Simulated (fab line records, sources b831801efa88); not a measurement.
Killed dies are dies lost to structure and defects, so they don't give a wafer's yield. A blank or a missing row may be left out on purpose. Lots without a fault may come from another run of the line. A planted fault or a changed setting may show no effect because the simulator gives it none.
fab line records | flow sky130
record lots=12 wafers=36 last_day=50
route steps=708 shown CONTACT@410 METAL1@452 PAD_OPEN@708
lots that met no fault: from a run of the same line without faults
start_h: hours from the record's first day to the start of the lot's first wafer shown | wait_h: hours since the lot's step before | " the same as in the row above | L1.1+2: a row that stands for several wafers | - no value, or no start given | * or withheld: withheld | < > ~ a bound
route shown NAME@n: a module of which the file shows steps, and the number in the route of the first | usual: mean/standard deviation of fault-free wafers | same: alike in all rows | chamber/n: place in a boat | sites: the reading at each site | _std_site: their standard deviation | _edge_site: outer sites' mean less inner sites' | radius_mm: how far each site lies from the wafer's centre | mask NAME#n: copy n | behind: the tool/chamber that last shaped the wafer | hold: why the lot was held/for how many hours/how that ended | device: the transistor (n, p or np) that didn't switch | end of line: the same wafers' tests at the end of the route | a step without rows: its recipe alone | killed: dies lost to structure and defects at the first sort, not the wafer's yield | map: a wafer's dies, x killed, . not, _ none there
set.NAME: the setting as run; set.NAME@STEP: as run at that earlier step | model.NAME: the simulator's own value behind a step, which no gauge read
steps of the route over a sample of lots; a table a step, a row a wafer
services: from which hour (start_h, from the record's first day; less than 0 if before it) a tool's chamber was out of use, for how many hours, and why
## steps
# step SKY_CONTACT_CMP_04
# recipe material=SiO2 down_force_psi=4 platen_rpm=60 pad_velocity_m_s=0.94248
# usual motor_current_A=12.9/1 time_to_endpoint_s=84/4.6
# columns lot.wafer tool chamber start_h wait_h motor_current_A time_to_endpoint_s
L632.1 cmp-01 2 711.40 0.1 13.9 78
L632.2 " 3 " " 11.7 84
L632.6 " 2 " " 13.8 77
L636.1 cmp-02 3 720.68 0.1 14.6 93
L636.3 " 0 " " 12.9 86
L636.5 " 1 " " 12.8 86
L637.1 cmp-02 1 737.39 0.1 12.9 82
L637.3 " 2 " " 12.6 85
L637.2 " 0 " " 12.3 81
L639.2 cmp-01 3 766.97 0.0 11.6 81
L639.4 " 1 " " 12.5 76
L639.5 " 0 " " 10.6 83
L640.4 cmp-02 3 767.70 0.1 14.8 87
L640.6 " 1 " " 12.6 80
L640.5 " 2 " " 13.0 81
L641.2 cmp-01 3 771.49 0.0 11.9 84
L641.4 " 0 " " 10.7 83
L641.3 " 1 " " 13.2 79
L642.1 cmp-02 2 778.68 0.1 13.2 77
L642.4 " 3 " " 13.9 92
L642.6 " 2 " " 12.8 75
L645.1 cmp-01 1 802.25 0.1 13.0 83
L645.6 " 3 " " 12.3 89
L645.5 " 0 " " 11.4 90
L648.4 cmp-01 3 828.22 0.1 11.6 88
L648.5 " 2 " " 13.5 83
L648.6 " 3 " " 11.9 88
L649.2 cmp-02 0 838.67 0.1 12.3 82
L649.3 " 2 " " 13.1 77
L649.6 " 3 " " 15.0 87
L653.1 cmp-02 3 863.68 0.2 14.6 86
L653.6 " 0 " " 12.2 80
L653.5 " 1 " " 13.0 80
L654.4 cmp-01 0 870.41 0.0 10.5 89
L654.2 " 3 " " 12.1 92
L654.6 " 1 " " 12.7 87
# step SKY_CONTACT_SOFTBAKE_10
# recipe temp_c=100 time_s=93.38 resist=KrF-thick
# usual plate_sensor_t_centre_C=100.88/0.0095 plate_sensor_t_edge_C=100.95/0.01
# columns lot.wafer tool chamber start_h wait_h plate_sensor_t_centre_C plate_sensor_t_edge_C
L632.1 litho_track-03 0 - - 100.88 100.96
L632.2 " 0 " " 100.88 100.94
L632.6 " 0 " " 100.87 100.96
L636.1 litho_track-01 0 - - 100.88 100.95
L636.3 " 0 " " 100.88 100.95
L636.5 " 0 " " 100.85 100.96
L637.1 litho_track-03 0 - - 100.88 100.94
L637.2 " 0 " " 100.89 100.94
L637.3 " 0 " " 100.89 100.96
L639.2 litho_track-03 0 - - 100.88 100.94
L639.4 " 0 " " 100.9 100.95
L639.5 " 0 " " 100.9 100.96
L640.4 litho_track-04 0 - - 100.88 100.94
L640.5 " 0 " " 100.87 100.95
L640.6 " 0 " " 100.89 100.95
L641.2 litho_track-04 0 - - 100.89 100.95
L641.3 " 0 " " 100.89 100.97
L641.4 " 0 " " 100.88 100.94
L642.1 litho_track-04 0 - - 100.88 100.97
L642.4 " 0 " " 100.88 100.98
L642.6 " 0 " " 100.88 100.95
L645.1 litho_track-01 0 - - 100.87 100.98
L645.5 " 0 " " 100.89 100.94
L645.6 " 0 " " 100.88 100.96
L648.4 litho_track-03 0 - - 100.88 100.96
L648.5 " 0 " " 100.87 100.96
L648.6 " 0 " " 100.87 100.94
L649.2 litho_track-01 0 - - 100.87 100.93
L649.3 " 0 " " 100.87 100.95
L649.6 " 0 " " 100.89 100.94
L653.1 litho_track-04 0 - - 100.88 100.97
L653.5 " 0 " " 100.9 100.95
L653.6 " 0 " " 100.88 100.96
L654.2 litho_track-04 0 - - 100.89 100.96
L654.4 " 0 " " 100.87 100.97
L654.6 " 0 " " 100.88 100.95
# step SKY_CONTACT_CVD_24
# recipe material=W target_thk_nm=340 time_s=102.12 temp_c=400 pressure_torr=40
# usual heater_power_w=886/120
# columns lot.wafer tool chamber start_h wait_h heater_power_w
L632.1 cvd_w-02 0 739.87 0.0 698
L632.2 " 1 " " 895
L632.6 " 1 " " 919
L636.1 cvd_w-02 0 749.55 0.0 704
L636.3 " 1 " " 871
L636.5 " 1 " " 901
L637.1 cvd_w-01 1 765.81 0.0 1039
L637.2 " 0 " " 883
L637.3 " 1 " " 1054
L639.2 cvd_w-02 0 795.02 0.0 712
L639.4 " 0 " " 702
L639.5 " 1 " " 889
L640.4 cvd_w-01 0 795.41 0.1 866
L640.5 " 1 " " 1036
L640.6 " 0 " " 867
L641.2 cvd_w-02 1 799.51 0.0 934
L641.3 " 1 " " 911
L641.4 " 0 " " 714
L642.1 cvd_w-02 0 806.00 0.0 698
L642.4 " 0 " " 700
L642.6 " 1 " " 891
L645.1 cvd_w-01 1 830.40 0.0 1051
L645.5 " 0 " " 859
L645.6 " 1 " " 1048
L648.4 cvd_w-01 0 855.74 0.1 891
L648.5 " 1 " " 1066
L648.6 " 0 " " 880
L649.2 cvd_w-01 1 865.92 0.0 1058
L649.3 " 1 " " 1052
L649.6 " 1 " " 1045
L653.1 cvd_w-01 1 890.32 0.0 1066
L653.5 " 0 " " 868
L653.6 " 1 " " 1038
L654.2 cvd_w-02 1 897.46 0.0 913
L654.4 " 1 " " 881
L654.6 " 1 " " 894
# step SKY_METAL1_ETCH_18
# recipe chemistry=N2/H2 target=BARC ion_energy_ev=200 bias_w=100 pressure_mtorr=30 n2_flow_sccm=100 h2_flow_sccm=200 icp_w=500 stop_on=SiO2 time_s=45.9 target_depth_a=600
# usual bias_w=100.0/0.31 drypump_motor_current_A=6.0/0.42 he_backside_leak_sccm=3.34/0.27 oes_product_au=0.854/0.0043 rf_fwd_power_W=494.9/1.7 throttle_valve_pct=13.224/0.0085
# columns lot.wafer tool chamber start_h wait_h bias_w drypump_motor_current_A he_backside_leak_sccm oes_product_au rf_fwd_power_W rf_hours_counter_h throttle_valve_pct
L632.1 rie_metal-01 0 767.09 0.0 99.7 5.5 3.56 0.848 490.2 2 13.222
L632.2 " 1 " " 100.0 6.1 3.48 0.859 496.8 14 13.221
L632.6 " 1 " " 100.0 6.1 3.46 0.855 493.1 - 13.218
L636.1 rie_metal-04 1 777.09 0.0 99.6 6.7 3.17 0.857 496.8 13 13.237
L636.3 " 1 " " 99.8 6.7 3.15 0.854 497.5 - 13.232
L636.5 " 0 " " 99.7 5.9 4.72 0.861 493.5 - 13.221
L637.1 rie_metal-03 1 793.34 0.0 99.9 5.7 3.46 0.860 494.1 0 13.227
L637.2 " 0 " " 100.6 5.8 3.14 0.843 497.1 7 13.221
L637.3 " 1 " " 99.8 5.7 3.31 0.857 494.4 - 13.225
L639.2 rie_metal-03 1 822.10 0.0 100.3 5.8 3.10 0.859 493.7 1 13.223
L639.4 " 0 " " 100.1 5.7 3.21 0.858 494.4 - 13.223
L639.5 " 0 " " 100.2 5.7 3.06 0.853 495.3 - 13.235
L640.4 rie_metal-01 0 822.18 0.0 99.8 5.5 3.71 0.857 494.4 - 13.232
L640.5 " 0 " " 99.6 5.5 3.76 0.844 494.7 - 13.227
L640.6 " 1 " " 100.1 6.0 2.96 0.854 492.0 - 13.211
L641.2 rie_metal-03 0 826.40 0.0 100.2 5.7 3.32 0.854 495.8 8 13.218
L641.3 " 0 " " 100.3 5.7 3.18 0.853 496.4 - 13.225
L641.4 " 1 " " 100.1 5.7 3.41 0.858 494.8 - 13.229
L642.1 rie_metal-01 1 833.10 0.0 99.9 6.1 3.39 0.853 496.6 1 13.238
L642.4 " 0 " " 100.3 5.5 3.52 0.857 494.2 - 13.223
L642.6 " 0 " " 100.7 5.5 3.43 0.854 493.9 - 13.241
L645.1 rie_metal-01 1 857.23 0.0 100.7 6.1 3.00 0.855 414.8 2 13.206
L645.5 " 1 " " 100.6 6.1 3.09 0.853 415.7 - 13.226
L645.6 " 0 " " 100.0 5.5 3.53 0.848 415.3 - 13.222
L648.4 rie_metal-01 1 882.57 0.0 100.3 6.0 3.16 0.851 417.6 - 13.221
L648.5 " 0 " " 99.4 5.5 3.58 0.860 412.5 - 13.221
L648.6 " 1 " " 99.8 6.1 3.36 0.858 414.2 - 13.227
L649.2 rie_metal-04 0 892.75 0.0 100.1 5.9 3.37 0.851 494.1 10 13.222
L649.3 " 1 " " 100.1 6.7 3.27 0.851 494.0 - 13.223
L649.6 " 0 " " 100.0 5.9 3.39 0.856 495.5 - 13.217
L653.1 rie_metal-04 0 916.19 0.0 100.3 5.9 3.26 0.861 496.9 11 13.199
L653.5 " 1 " " 100.1 6.7 3.32 0.857 497.7 - 13.233
L653.6 " 0 " " 99.9 5.9 3.33 0.852 495.9 - 13.214
L654.2 rie_metal-04 0 922.70 0.0 99.6 5.9 3.43 0.860 498.1 12 13.215
L654.4 " 0 " " 99.9 5.9 3.25 0.854 497.5 - 13.222
L654.6 " 1 " " 100.0 6.8 3.28 0.848 494.1 - 13.228
# step SKY_PAD_OPEN_PROBE_99
# usual defect_limited_yield=82.6/2 killed_at_M0_to_M3=43/7.1 killed_at_M4_up=3.0/1.9 killed_at_contacts=24/5 killed_at_front_end=15/4.3 killed_at_other=0.3/0.5 killed_dies=85/9.6 killed_open=46/7.1 killed_short=39/6.8 sort_bin_3_pad_short=0.9/0.42 sort_bin_5_function=10.2/1.4 sort_bin_6_memory=6.3/1.2 sort_n_pass=407/9.6 sort_yield_pct=82.6/2
# same gross_dies=492 killed_at_back_side=0 sort_bin_4_leakage[%]=0 sort_bin_8_speed[%]=0
# columns lot.wafer tool chamber start_h wait_h defect_limited_yield[%] killed_at_M0_to_M3 killed_at_M4_up killed_at_contacts killed_at_front_end killed_at_other killed_dies killed_open killed_short sort_bin_3_pad_short[%] sort_bin_5_function[%] sort_bin_6_memory[%] sort_n_pass sort_yield_pct[%]
L636.1 prober-01 - 1084.30 0.1 84.3 43 1 17 16 0 77 40 37 1.2 10.6 3.9 415 84.3
L636.3 prober-01 - 1084.40 0.2 80.9 50 2 20 22 0 94 51 43 0.4 10.4 8.3 398 80.9
L636.5 prober-01 - 1084.50 0.2 85.0 41 0 17 16 0 74 42 32 0.8 9.6 4.7 418 85.0
L640.4 prober-02 - 1119.60 0.2 79.5 53 2 32 14 0 101 55 46 1.2 12.2 7.1 391 79.5
L640.5 prober-02 - 1119.65 0.2 78.9 56 3 27 17 1 104 55 49 1.2 11.2 8.7 388 78.9
L640.6 prober-02 - 1119.70 0.2 81.3 41 4 23 23 1 92 55 37 0.8 11.0 6.9 400 81.3
L641.2 prober-01 - 1120.87 0.1 79.1 54 4 22 22 1 103 51 52 0.8 12.4 7.7 389 79.1
L641.3 prober-01 - 1120.92 0.2 80.9 51 1 23 19 0 94 61 33 0.8 12.4 5.9 398 80.9
L641.4 prober-01 - 1120.97 0.2 79.5 55 1 22 22 1 101 55 46 1.6 13.4 5.5 391 79.5
L642.1 prober-02 - 1129.32 0.1 81.5 47 3 23 18 0 91 52 39 0.6 9.8 8.1 401 81.5
L642.4 prober-02 - 1129.47 0.2 83.3 48 4 20 10 0 82 45 37 1.0 9.6 6.1 410 83.3
L642.6 prober-02 - 1129.57 0.2 84.6 40 2 24 9 1 76 48 28 1.0 8.5 5.9 416 84.6
L653.1 prober-02 - 1185.48 0.1 82.3 32 6 29 19 1 87 40 47 1.8 9.1 6.7 405 82.3
L653.5 prober-02 - 1185.68 0.2 83.1 39 7 27 10 0 83 42 41 0.8 10.8 5.3 409 83.1
L653.6 prober-02 - 1185.73 0.2 83.9 41 2 25 11 0 79 41 38 0.6 9.3 6.1 413 83.9
L654.2 prober-01 - 1189.54 0.1 82.9 52 0 24 8 0 84 46 38 0.4 11.2 5.5 408 82.9
L654.4 prober-01 - 1189.64 0.2 81.5 36 4 31 20 0 91 49 42 0.6 11.0 6.9 401 81.5
L654.6 prober-01 - 1189.74 0.2 83.7 38 3 29 10 0 80 49 31 0.6 9.8 5.9 412 83.7
# killed by level:class
L636.1 VIA1:geometric_particle:open=9 LI_CONTACT:geometric_particle:open=7 VIA2:geometric_particle:open=7 METAL2:geometric_particle:short=6 VIA2:geometric_particle:short=5 VIA3:geometric_particle:open=5 FIELD_ISO:geometric_particle:short=4 LOCAL_INTERCONNECT:geometric_particle:short=4
L636.3 VIA1:geometric_particle:open=16 FIELD_ISO:geometric_particle:short=8 VIA1:geometric_particle:short=8 LI_CONTACT:geometric_particle:open=8 VIA2:geometric_particle:open=6 FIELD_ISO:geometric_particle:open=5 CONTACT:geometric_particle:open=5 VIA3:geometric_particle:open=5
L636.5 VIA1:geometric_particle:open=13 LI_CONTACT:geometric_particle:open=9 FIELD_ISO:geometric_particle:short=6 METAL2:geometric_particle:short=6 VIA3:geometric_particle:open=6 METAL1:geometric_particle:short=5 CONTACT:geometric_particle:open=4 METAL3:geometric_particle:short=3
L640.4 CONTACT:geometric_particle:open=12 VIA1:geometric_particle:open=10 VIA3:geometric_particle:open=10 METAL2:geometric_particle:short=8 LI_CONTACT:geometric_particle:open=7 VIA1:geometric_particle:short=7 LOCAL_INTERCONNECT:geometric_particle:short=6 METAL1:geometric_particle:short=6
L640.5 VIA1:geometric_particle:open=14 VIA3:geometric_particle:open=10 METAL2:geometric_particle:short=9 CONTACT:geometric_particle:short=7 CONTACT:geometric_particle:open=7 VIA1:geometric_particle:short=6 LOCAL_INTERCONNECT:geometric_particle:short=5 FIELD_ISO:geometric_particle:short=4
L640.6 CONTACT:geometric_particle:open=8 VIA1:geometric_particle:open=8 LI_CONTACT:geometric_particle:open=7 LOCAL_INTERCONNECT:geometric_particle:short=7 VIA2:geometric_particle:open=6 VIA3:geometric_particle:open=6 FIELD_ISO:geometric_particle:open=5 FIELD_ISO:geometric_particle:short=5
L641.2 VIA1:geometric_particle:open=12 LI_CONTACT:geometric_particle:open=10 FIELD_ISO:geometric_particle:short=8 METAL2:geometric_particle:short=8 METAL1:geometric_particle:short=7 VIA2:geometric_particle:open=7 FIELD_ISO:geometric_particle:open=5 CONTACT:geometric_particle:open=5
L641.3 VIA1:geometric_particle:open=19 CONTACT:geometric_particle:open=10 LI_CONTACT:geometric_particle:open=9 VIA1:geometric_particle:short=8 METAL2:geometric_particle:short=7 FIELD_ISO:geometric_particle:open=6 METAL2:geometric_particle:open=4 VIA3:geometric_particle:open=4
L641.4 VIA1:geometric_particle:open=13 METAL1:geometric_particle:short=10 POLY_GATE:geometric_particle:open=7 METAL2:geometric_particle:short=7 LI_CONTACT:geometric_particle:open=6 VIA2:geometric_particle:open=6 VIA3:geometric_particle:open=6 FIELD_ISO:geometric_particle:open=5
L642.1 CONTACT:geometric_particle:open=10 VIA1:geometric_particle:open=10 VIA3:geometric_particle:open=9 METAL2:geometric_particle:short=7 VIA2:geometric_particle:open=6 POLY_GATE:geometric_particle:open=5 LOCAL_INTERCONNECT:geometric_particle:short=5 VIA1:geometric_particle:short=4
L642.4 VIA3:geometric_particle:open=10 METAL1:geometric_particle:short=9 VIA2:geometric_particle:open=9 VIA1:geometric_particle:open=8 CONTACT:geometric_particle:open=7 POLY_GATE:geometric_particle:short=5 LI_CONTACT:geometric_particle:open=5 METAL2:geometric_particle:short=4
L642.6 LI_CONTACT:geometric_particle:open=9 VIA1:geometric_particle:open=8 METAL2:geometric_particle:short=7 CONTACT:geometric_particle:open=7 METAL2:geometric_particle:open=4 FIELD_ISO:geometric_particle:open=3 VIA3:geometric_particle:open=3 POLY_GATE:geometric_particle:open=3
L653.1 FIELD_ISO:geometric_particle:short=9 CONTACT:geometric_particle:short=9 CONTACT:geometric_particle:open=7 VIA3:geometric_particle:open=6 VIA1:geometric_particle:open=6 LI_CONTACT:geometric_particle:open=5 LOCAL_INTERCONNECT:geometric_particle:short=5 VIA3:geometric_particle:short=5
L653.5 CONTACT:geometric_particle:short=11 CONTACT:geometric_particle:open=9 VIA1:geometric_particle:open=9 FIELD_ISO:geometric_particle:open=5 VIA1:geometric_particle:short=5 VIA3:geometric_particle:open=5 LI_CONTACT:geometric_particle:open=4 METAL1:geometric_particle:short=4
L653.6 CONTACT:geometric_particle:open=9 METAL1:geometric_particle:short=8 VIA2:geometric_particle:open=7 CONTACT:geometric_particle:short=6 LI_CONTACT:geometric_particle:open=5 METAL3:geometric_particle:short=4 LOCAL_INTERCONNECT:geometric_particle:short=4 VIA1:geometric_particle:open=4
L654.2 VIA1:geometric_particle:open=17 CONTACT:geometric_particle:open=11 VIA1:geometric_particle:short=9 METAL1:geometric_particle:short=8 VIA2:geometric_particle:open=6 METAL2:geometric_particle:short=4 CONTACT:geometric_particle:short=3 VIA3:geometric_particle:open=3
L654.4 VIA1:geometric_particle:open=10 CONTACT:geometric_particle:short=9 LI_CONTACT:geometric_particle:open=8 CONTACT:geometric_particle:open=8 VIA3:geometric_particle:open=6 POLY_GATE:geometric_particle:short=6 POLY_GATE:geometric_particle:open=5 LOCAL_INTERCONNECT:geometric_particle:short=5
L654.6 VIA1:geometric_particle:open=14 CONTACT:geometric_particle:open=10 LI_CONTACT:geometric_particle:open=8 LOCAL_INTERCONNECT:geometric_particle:short=6 POLY_GATE:geometric_particle:short=5 METAL2:geometric_particle:short=5 VIA2:geometric_particle:open=5 METAL2:geometric_particle:open=4
## services
# columns tool chamber start_h hours kind
cvd_w-01 - 695.48 1.3 repair
cmp-01 - 701.95 1.3 repair
cmp-02 - 703.43 5.7 repair
rie_metal-01 - 711.43 0.8 repair
cmp-01 - 718.83 3.2 repair
cvd_w-01 - 725.45 0.5 repair
cmp-01 - 726.38 2.6 repair
rie_metal-01 - 733.51 28.1 pm
cmp-01 - 744.41 4.0 pm
cmp-02 - 758.67 1.4 repair
rie_metal-01 - 761.61 1.4 pm
cmp-02 - 774.78 0.4 repair
rie_metal-01 1 776.35 1.2 repair
rie_metal-01 0 781.03 17.1 repair
cmp-01 - 839.32 2.2 repair
cmp-02 - 850.23 11.2 repair
cmp-01 - 861.40 5.5 pm
cmp-02 - 867.10 3.4 pm
cmp-02 - 892.11 4.9 pm
cmp-01 - 892.18 2.2 repair
cmp-02 - 898.58 4.0 repair
rie_metal-01 - 903.94 2.6 repair
cvd_w-01 - 904.00 14.0 pm
cmp-02 - 912.04 4.0 pm
## key
first_sign step=SKY_METAL1_ETCH_18 reading=rf_fwd_power_W direction=down sigmas=47 usual=494.9 struck=415.0
effect none on later readings
met_at SKY_METAL1_ETCH_18
struck_lots L645,L648
not_acting_at SKY_CONTACT_CMP_04,SKY_CONTACT_SOFTBAKE_10,SKY_CONTACT_CVD_24
onset_between 833.10 857.23
fault kind=process_parameter_drift tool=rie_metal-01 chamber=- onset_h=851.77 steps=SKY_METAL1_ETCH_18 channel=icp_w offset=-80 shape=step end_h=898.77 acts_in=these_recipes_only stated=500
